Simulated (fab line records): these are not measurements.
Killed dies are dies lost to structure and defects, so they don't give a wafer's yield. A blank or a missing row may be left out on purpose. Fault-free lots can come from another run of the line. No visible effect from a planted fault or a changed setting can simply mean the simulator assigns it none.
8D (eight disciplines) problem report, filled in by code ; flow sky130 ; the parts of the form that need people (team, actions taken, sign-off) are left out

== 1. THE ISSUE ==
CAP2M_TIN_RS at SKY_CAP2M_RS_MEAS_03 reads a mean of 6.28 ohm/sq on 1 wafer of 1 lot; wafers without a fault read 6.75 ohm/sq with a standard deviation of 0.066. That is -7.1 standard deviations from the usual mean.
The step: measures by four-point-probe.
First observed at day 44 16:02: wafer L347.3, on filmMetro-02. At this step, 30 wafers from 10 lots have a number in the record. The rule behind "out" and "out of limits": a value lying over 4 standard deviations away from the usual mean. The rest of the wafers with a number are treated as sound.

== 2. WHAT IT IS; WHAT IT IS NOT ==
question;is;is not
which readings at this step;CAP2M_TIN_RS;-
which lots;L347;L330, L331, L336, L337, L338, L339, L349, L351, L352
which wafers of those lots;L347.3;L347.2, L347.6
read on which gauges;filmMetro-02;filmMetro-03, filmMetro-04
when;from day 44 16:02;"up to then (20 sound wafers); but 9 sound wafers of L349, L351, L352 came after"

== 3. THE SUSPECTS, EACH WITH WHAT RULES IT OUT ==
Counting: any tool at a process step up to the reading remains a suspect provided it ran every lot that is out. Sound lots after the first of them don't rule it out here, since some wafers of a struck lot are sound.
- the gauge at SKY_CAP2M_RS_MEAS_03 has been ruled out. All the wafers that are out were read on filmMetro-02, but those of them that SKY_CAP2M_METAL_ETCH_13 has rows for are out there too, on other tools.
- pvdSputter-01 at SKY_CAP2M_SPUTTER_02 (material TiN, target thk 200 nm, time 166.7 s): kept. It ran the lot that is out, L347 (day 44 15:55); its last sound lot up to then is L339 (day 42 23:41).
After counting, what remains is pvdSputter-01 at SKY_CAP2M_SPUTTER_02.

== 4. THE CAUSE (what the simulator had put in) ==
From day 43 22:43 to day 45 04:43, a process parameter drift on pvdSputter-01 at SKY_CAP2M_SPUTTER_02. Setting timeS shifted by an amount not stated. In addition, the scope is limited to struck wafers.
After counting, this tool was the only one left.

== 5. THE CHAIN OF EFFECTS, in route order ==
One row per reading whose mean, taken over the struck wafers that have a number, lies over 3 standard deviations from the usual. Readings are gone through only where the record gives a usual standard deviation; hours: the median, over the lots, of the time from a lot's start at the first step in this table giving one to that lot's start at this step; sigmas: the change measured in usual standard deviations.
hours;step;reading;usual;on struck wafers;change;sigmas
0;SKY_CAP2M_RS_MEAS_03;CAP2M_TIN_RS;6.75 ohm/sq;6.28;-0.47;-7.1
0;SKY_CAP2M_THK_MEAS_04;CAP2M_TIN_THK;199.8 nm;213.4;+13.6;+6.8
20;SKY_CAP2M_METAL_ETCH_13;oesProductAu;0.954 a.u.;0.997;+0.043;+6.1
Here are the process steps it includes:
- SKY_CAP2M_METAL_ETCH_13: etches TiN in Cl2/BCl3, stops on SiO2, target depth 220 nm, time 62.9 s.
At these later measuring or inspecting steps, every struck wafer for which the step has a row has a number for every such reading, and none has moved that far: SKY_CAP2M_OVL_MEAS_12.

== 6. HOW IT WOULD HAVE BEEN CAUGHT EARLIER ==
The first out-of-limits reading at a measuring or inspecting step in this record came at day 44 16:02, 17 hours after the fault's start at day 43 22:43.
Tool readings at SKY_CAP2M_SPUTTER_02 with a usual standard deviation given in the record: none out on any struck wafer, hence no alarm at a limit of 4 standard deviations on them.
The start of SKY_CAP2M_SPUTTER_02 on pvdSputter-01 came by day 44 16:02 for every one of the lots that are out (1). None of them would have been spared by holding the tool at that moment.
